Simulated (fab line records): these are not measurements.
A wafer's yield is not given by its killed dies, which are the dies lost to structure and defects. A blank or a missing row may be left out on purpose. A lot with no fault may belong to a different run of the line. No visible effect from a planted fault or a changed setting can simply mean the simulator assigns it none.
fab line records ; flow sky130
record: lots: 7; wafers: 21; last-day: 50
route steps=708 shown METAL2@504 VIA2@507 PAD_OPEN@708
lots that met no fault: taken from a fault-free run of the same line
start-h: hours from the record's opening day to when the first of the lot's shown wafers began ; wait-h: time in hours since the lot's previous step ; " same as the row above ; L1.1+2: several wafers, shown together as one row ; - no value present, or no start provided ; * or withheld: withheld ; < > ~ a bound
route shown NAME@n: a module of which the file shows steps, and the number in the route of the first ; usual: average and standard deviation across the fault-free wafers ; same: alike in all rows ; chamber/n: place in a boat ; sites: readings site by site ; _std_site: their standard deviation ; _edge_site: mean of outer sites minus mean of inner sites ; radius-mm: how far each site lies from the wafer's centre ; mask NAME#n: copy n ; behind: tool/chamber where the wafer was last shaped ; hold: why the lot went on hold/how many hours it stayed there/how the hold came to an end ; device: the n, p or np transistor that did not switch ; end of line: tests run on the same wafers once the route is complete ; where a step has no rows: the recipe by itself ; killed: count of dies lost to structure and defects at first sort (not the wafer's yield) ; map: a wafer's dies, marking killed ones x, the rest . and places with no die _
set.NAME: the setting that was run; set.NAME@STEP: the one run at that earlier step ; model.NAME: the simulator's own value behind a step, which no gauge read
a table for each step, a row for each wafer; lots at some steps of the route
services: when a tool's chamber went out of use (start-h, in hours from the record's first day, below 0 if earlier), for how many hours, and the reason
== steps ==
step: SKY_METAL2_STRIP_21
recipe: chemistry: post-etch-residue-remover; time-s: 1200; temp-c: 72.5
step: SKY_METAL2_CLEAN_22
recipe: chemistry: IPA; time-s: 180; temp-c: 25
step: SKY_METAL2_CLEAN_23
recipe: chemistry: O3/DIW; dry: n2-spin
step: SKY_VIA2_HDPCVD_00
recipe: material: SiO2; target-thk-nm: 1180; sigma-open-frac: 0.3; time-s: 196.7; temp-c: 400; sih4-flow-sccm: 60; pressure-mtorr: 6
step: SKY_VIA2_THK_MEAS_01
recipe: reads: SiO2_of_VIA2_HDPCVD_00
usual: VIA2_HDPCVD_THK: 1185/11
lot.wafer;tool;chamber;start-h;wait-h;VIA2_HDPCVD_THK[nm]
L458.1;film-metro-01;-;862.58;0.1;1203
L458.2;film-metro-01;-;862.58;0.1;1191
L458.5;film-metro-01;-;862.58;0.1;1174
L461.1;film-metro-02;-;895.72;0.1;1175
L461.3;film-metro-02;-;895.72;0.1;1184
L461.6;film-metro-02;-;895.72;0.1;1193
L468.1;film-metro-01;-;935.99;0.1;1167
L468.3;film-metro-01;-;935.99;0.1;1168
L468.6;film-metro-01;-;935.99;0.1;1162
L465.1;film-metro-03;-;941.52;0.1;1177
L465.3;film-metro-03;-;941.52;0.1;1173
L465.6;film-metro-03;-;941.52;0.1;1176
L469.1;film-metro-03;-;943.97;0.1;1182
L469.3;film-metro-03;-;943.97;0.1;1190
L469.4;film-metro-03;-;943.97;0.1;1186
L473.1;film-metro-03;-;969.84;0.1;1195
L473.2;film-metro-03;-;969.84;0.1;1194
L473.3;film-metro-03;-;969.84;0.1;1191
L475.1;film-metro-01;-;982.49;0.1;1201
L475.3;film-metro-01;-;982.49;0.1;1191
L475.6;film-metro-01;-;982.49;0.1;1190
step: SKY_VIA2_CMP_02
recipe: material: SiO2; down-force-psi: 4; platen-rpm: 60; pad-velocity-m-s: 0.94248
usual: motor-current-A: 12.0/1.7
lot.wafer;tool;chamber;start-h;wait-h;motor-current-A
L458.1;cmp-02;0;862.69;0.1;11.9
L458.2;cmp-02;1;862.69;0.1;13.0
L458.5;cmp-02;0;862.69;0.1;11.3
L461.3;cmp-01;0;895.88;0.1;9.6
L461.1;cmp-01;1;895.88;0.1;12.7
L461.6;cmp-01;3;895.88;0.1;9.4
L468.3;cmp-01;1;936.05;0.0;12.7
L468.1;cmp-01;2;936.05;0.0;13.3
L468.6;cmp-01;1;936.05;0.0;13.3
L465.1;cmp-01;3;941.58;0.1;9.4
L465.3;cmp-01;1;941.58;0.1;13.4
L465.6;cmp-01;0;941.58;0.1;9.2
L469.4;cmp-02;1;944.03;0.0;13.1
L469.3;cmp-02;2;944.03;0.0;12.8
L469.1;cmp-02;3;944.03;0.0;13.2
L473.3;cmp-02;1;969.90;0.0;13.2
L473.2;cmp-02;2;969.90;0.0;14.0
L473.1;cmp-02;3;969.90;0.0;13.9
L475.1;cmp-01;3;982.60;0.1;9.2
L475.3;cmp-01;1;982.60;0.1;13.2
L475.6;cmp-01;2;982.60;0.1;13.9
step: SKY_VIA2_BOW_MEAS_03
recipe: mode: bow
usual: VIA2_BOW: 86/6.5
lot.wafer;tool;chamber;start-h;wait-h;VIA2_BOW[um]
L458.1;film-metro-01;-;862.94;0.2;80
L458.2;film-metro-01;-;862.94;0.2;89
L458.5;film-metro-01;-;862.94;0.2;92
L461.1;film-metro-01;-;896.08;0.1;89
L461.3;film-metro-01;-;896.08;0.1;76
L461.6;film-metro-01;-;896.08;0.1;73
L468.1;film-metro-01;-;936.35;0.2;84
L468.3;film-metro-01;-;936.35;0.2;84
L468.6;film-metro-01;-;936.35;0.2;87
L465.1;film-metro-01;-;941.88;0.2;83
L465.3;film-metro-01;-;941.88;0.2;84
L465.6;film-metro-01;-;941.88;0.2;89
L469.1;film-metro-03;-;944.33;0.1;84
L469.3;film-metro-03;-;944.33;0.1;89
L469.4;film-metro-03;-;944.33;0.1;87
L473.1;film-metro-03;-;970.20;0.1;94
L473.2;film-metro-03;-;970.20;0.1;89
L473.3;film-metro-03;-;970.20;0.1;87
L475.1;film-metro-01;-;982.85;0.2;68
L475.3;film-metro-01;-;982.85;0.2;90
L475.6;film-metro-01;-;982.85;0.2;89
step: SKY_VIA2_DEHYDRATE_04
recipe: temp-c: 200; time-s: 60
step: SKY_VIA2_HMDS_05
recipe: prime-time-s: 60; prime-temp-c: 120
step: SKY_VIA2_COAT_06
recipe: resist: BARC; temp-c: withheld; time-s: withheld; spin-rpm: 3000; resist-thk-nm: 60
step: SKY_VIA2_COAT_07
recipe: resist: KrF-thick; spin-rpm: 3000; resist-thk-nm: 450
step: SKY_VIA2_SOFTBAKE_08
recipe: temp-c: 100; time-s: 90; resist: KrF-thick
step: SKY_VIA2_EXPOSE_09
recipe: mask-id: VIM2; na: 0.8; source-shape: annular; sigma-inner: 0.55; sigma-outer: 0.85; target-cd-nm: 200; dose-mj: 38
same: na: 0.8
lot.wafer;tool;chamber;start-h;wait-h;mask;model.VIA2.overlay-x-nm
L458.1+2+5;krf-scanner-02;0;875.93;-;VIM2#0;1.69
L461.1+3+6;krf-scanner-01;0;909.30;-;VIM2#0;-1.195
L468.1+3+6;krf-scanner-02;0;948.35;-;VIM2#0;2.157
L465.1+3+6;krf-scanner-02;0;953.57;-;VIM2#0;38.5
L469.1+3+4;krf-scanner-02;0;956.92;-;VIM2#0;38.02
L473.1+2+3;krf-scanner-02;0;982.45;-;VIM2#0;31.98
L475.1+3+6;krf-scanner-01;0;994.22;-;VIM2#0;2.687
step: SKY_VIA2_PEB_10
recipe: peb-temp-c: withheld; peb-time-s: withheld; resist: KrF-thick
step: SKY_VIA2_DEVELOP_11
recipe: develop-time-s: 60; resist: KrF-thick; dev-temp-c: 21
step: SKY_VIA2_CD_MEAS_12
recipe: target-cd-nm: 200
usual: cd-nm: 199.4/1.4
lot.wafer;tool;chamber;start-h;wait-h;cd-nm
L458.1;cd-sem-02;-;888.28;-;201.2
L458.2;cd-sem-02;-;888.28;-;201.9
L458.5;cd-sem-02;-;888.28;-;202.3
L461.1;cd-sem-01;-;921.17;-;199.7
L461.3;cd-sem-01;-;921.17;-;200.6
L461.6;cd-sem-01;-;921.17;-;199.5
L468.1;cd-sem-02;-;960.33;-;198.6
L468.3;cd-sem-02;-;960.33;-;198.3
L468.6;cd-sem-02;-;960.33;-;197.4
L465.1;cd-sem-02;-;965.33;-;200.7
L465.3;cd-sem-02;-;965.33;-;200.4
L465.6;cd-sem-02;-;965.33;-;199.3
L469.1;cd-sem-02;-;968.22;-;197.8
L469.3;cd-sem-02;-;968.22;-;198.1
L469.4;cd-sem-02;-;968.22;-;197.5
L473.1;cd-sem-02;-;993.48;-;199.6
L473.2;cd-sem-02;-;993.48;-;198.5
L473.3;cd-sem-02;-;993.48;-;199.0
L475.1;cd-sem-02;-;1005.92;-;197.5
L475.3;cd-sem-02;-;1005.92;-;196.7
L475.6;cd-sem-02;-;1005.92;-;196.4
step: SKY_VIA2_OVL_MEAS_13
usual: VIA2_OVL: 0/5
lot.wafer;tool;chamber;start-h;wait-h;VIA2_OVL[nm]
L458.1;overlay-01;-;888.40;0.1;2
L458.2;overlay-01;-;888.40;0.1;1
L458.5;overlay-01;-;888.40;0.1;3
L461.1;overlay-01;-;921.29;0.1;2
L461.3;overlay-01;-;921.29;0.1;3
L461.6;overlay-01;-;921.29;0.1;-3
L468.1;overlay-01;-;960.45;0.1;1
L468.3;overlay-01;-;960.45;0.1;-2
L468.6;overlay-01;-;960.45;0.1;4
L465.1;overlay-01;-;965.45;0.1;38
L465.3;overlay-01;-;965.45;0.1;43
L465.6;overlay-01;-;965.45;0.1;42
L469.1;overlay-01;-;968.34;0.1;28
L469.3;overlay-01;-;968.34;0.1;43
L469.4;overlay-01;-;968.34;0.1;33
L473.1;overlay-02;-;993.60;0.1;35
L473.2;overlay-02;-;993.60;0.1;30
L473.3;overlay-02;-;993.60;0.1;22
L475.1;overlay-02;-;1006.04;0.1;4
L475.3;overlay-02;-;1006.04;0.1;10
L475.6;overlay-02;-;1006.04;0.1;6
step: SKY_VIA2_ETCH_14
recipe: chemistry: N2/H2; target: BARC; ion-energy-ev: 200; source-w: 500; bias-w: 100; pressure-mtorr: 30; n2-flow-sccm: 100; h2-flow-sccm: 200; stop-on: SiO2; time-s: 45.9; target-depth-a: 600
usual: drypump-motor-current-A: 5.6/0.43; oes-product-au: 0.857/0.0047; throttle-valve-pct: 13.225/0.0092
lot.wafer;tool;chamber;start-h;wait-h;drypump-motor-current-A;oes-product-au;rf-hours-counter-h;throttle-valve-pct
L458.1;rie-diel-04;2;888.43;0.0;5.2;0.857;17;13.238
L458.2;rie-diel-04;3;888.43;0.0;5.3;0.863;4;13.232
L458.5;rie-diel-04;1;888.43;0.0;5.8;0.856;-;13.229
L461.1;rie-diel-03;2;921.33;0.0;6.3;0.846;10;13.217
L461.3;rie-diel-03;1;921.33;0.0;5.5;0.852;9;13.231
L461.6;rie-diel-03;0;921.33;0.0;5.9;0.855;-;13.223
L468.1;rie-diel-04;1;960.48;0.0;5.8;0.858;28;13.244
L468.3;rie-diel-04;3;960.48;0.0;5.3;0.859;7;13.227
L468.6;rie-diel-04;2;960.48;0.0;5.2;0.858;-;13.230
L465.1;rie-diel-03;3;965.49;0.0;5.5;0.859;21;13.210
L465.3;rie-diel-03;1;965.49;0.0;5.5;0.851;11;13.248
L465.6;rie-diel-03;3;965.49;0.0;5.5;0.856;-;13.221
L469.1;rie-diel-03;2;968.38;0.0;6.3;0.851;11;13.223
L469.3;rie-diel-03;3;968.38;0.0;5.5;0.856;21;13.232
L469.4;rie-diel-03;1;968.38;0.0;5.5;0.855;11;13.227
L473.1;rie-diel-01;1;993.64;0.0;5.2;0.856;16;13.221
L473.2;rie-diel-01;3;993.64;0.0;5.5;0.867;12;13.226
L473.3;rie-diel-01;2;993.64;0.0;6.8;0.858;21;13.237
L475.1;rie-diel-04;2;1006.08;0.0;5.2;0.855;22;13.238
L475.3;rie-diel-04;0;1006.08;0.0;5.1;0.861;10;13.227
L475.6;rie-diel-04;2;1006.08;0.0;5.2;0.860;-;13.222
step: SKY_PAD_OPEN_PROBE_99
usual: defect-limited-yield: 82.4/2.2; killed_at_M0_to_M3: 44/7.7; killed_at_M4_up: 3.2/1.7; killed-at-contacts: 24/5.3; killed-at-front-end: 15/4.3; killed-at-other: 0.3/0.57; killed-dies: 87/11; killed-open: 47/7.4; killed-short: 40/6.5; sort_bin_3_pad_short: 0.8/0.4; sort_bin_5_function: 10.5/1.6; sort_bin_6_memory: 6.3/1.2; sort-n-pass: 405/11; sort-yield-pct: 82.4/2.2
same: gross-dies: 492; killed-at-back-side: 0; sort_bin_4_leakage[%]: 0; sort_bin_8_speed[%]: 0
lot.wafer;tool;chamber;start-h;wait-h;defect-limited-yield[%];killed_at_M0_to_M3;killed_at_M4_up;killed-at-contacts;killed-at-front-end;killed-at-other;killed-dies;killed-open;killed-short;sort_bin_3_pad_short[%];sort_bin_5_function[%];sort_bin_6_memory[%];sort-n-pass;sort-yield-pct[%]
L461.1;prober-01;-;1133.60;0.1;83.9;45;5;18;11;0;79;39;40;1.0;10.4;4.7;413;83.9
L461.3;prober-01;-;1133.70;0.2;81.1;52;5;24;12;0;93;52;41;0.4;11.0;7.5;399;81.1
L461.6;prober-01;-;1133.85;0.2;84.1;45;5;20;8;0;78;44;33;0.2;10.0;5.7;414;84.1
killed by level:class
L461.1 VIA1:geometric-particle:short=8 VIA1:geometric-particle:open=8 LI_CONTACT:geometric-particle:open=6 VIA2:geometric-particle:open=6 CONTACT:geometric-particle:open=4 LI_CONTACT:geometric-particle:short=4 VIA2:geometric-particle:short=4 VIA3:geometric-particle:open=4
L461.3 VIA2:geometric-particle:open=10 CONTACT:geometric-particle:open=9 VIA1:geometric-particle:open=9 METAL1:geometric-particle:short=8 METAL2:geometric-particle:short=7 LI_CONTACT:geometric-particle:open=6 POLY_GATE:geometric-particle:short=4 CONTACT:geometric-particle:short=4
L461.6 VIA1:geometric-particle:open=14 VIA3:geometric-particle:open=9 METAL2:geometric-particle:short=6 LI_CONTACT:geometric-particle:open=5 METAL1:geometric-particle:short=5 CONTACT:geometric-particle:open=5 VIA2:geometric-particle:open=5 CONTACT:geometric-particle:short=4
== services ==
tool;chamber;start-h;hours;kind
cmp-02;-;843.39;15.6;pm
cmp-01;-;859.08;4.2;pm
rie-diel-03;3;864.91;2.5;repair
cmp-01;-;871.35;0.6;repair
krf-scanner-01;-;880.55;0.8;repair
cmp-02;-;886.09;8.3;pm
rie-diel-01;1;892.40;3.3;repair
krf-scanner-01;-;897.01;0.8;pm
rie-diel-03;1;899.09;13.5;repair
rie-diel-04;-;901.67;0.4;repair
cmp-01;-;911.32;1.0;repair
krf-scanner-01;-;912.60;1.0;pm
rie-diel-01;1;916.54;15.6;repair
cmp-01;-;916.91;4.0;pm
krf-scanner-02;-;917.06;0.8;pm
cmp-01;-;920.91;-;consumable-replace:conditioner
cmp-01;-;924.28;0.3;repair
krf-scanner-02;-;928.14;1.0;pm
rie-diel-03;-;954.97;0.3;repair
krf-scanner-01;-;955.64;1.3;pm
rie-diel-04;2;974.19;9.8;repair
rie-diel-01;3;980.28;5.1;repair
rie-diel-04;0;981.65;4.8;repair
krf-scanner-02;0;991.42;-;calibration
== key ==
first-sign: step: SKY_VIA2_OVL_MEAS_13; reading: VIA2_OVL; direction: up; sigmas: 6.9; usual: 0; struck: 35
effect none on later readings
model-effect: step: SKY_VIA2_EXPOSE_09; value: VIA2.overlay-x-nm; without: -2.841; struck: 36.17
met-at SKY_VIA2_EXPOSE_09
struck-wafers L465.1,L465.3,L465.6,L469.1,L469.3,L469.4,L473.1,L473.2,L473.3
onset-between 948.35 953.57
fault: kind: scanner-matching-overlay; tool: krf-scanner-02; chamber: -; onset-h: 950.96; steps: SKY_VIA2_EXPOSE_09; offset: 39.009
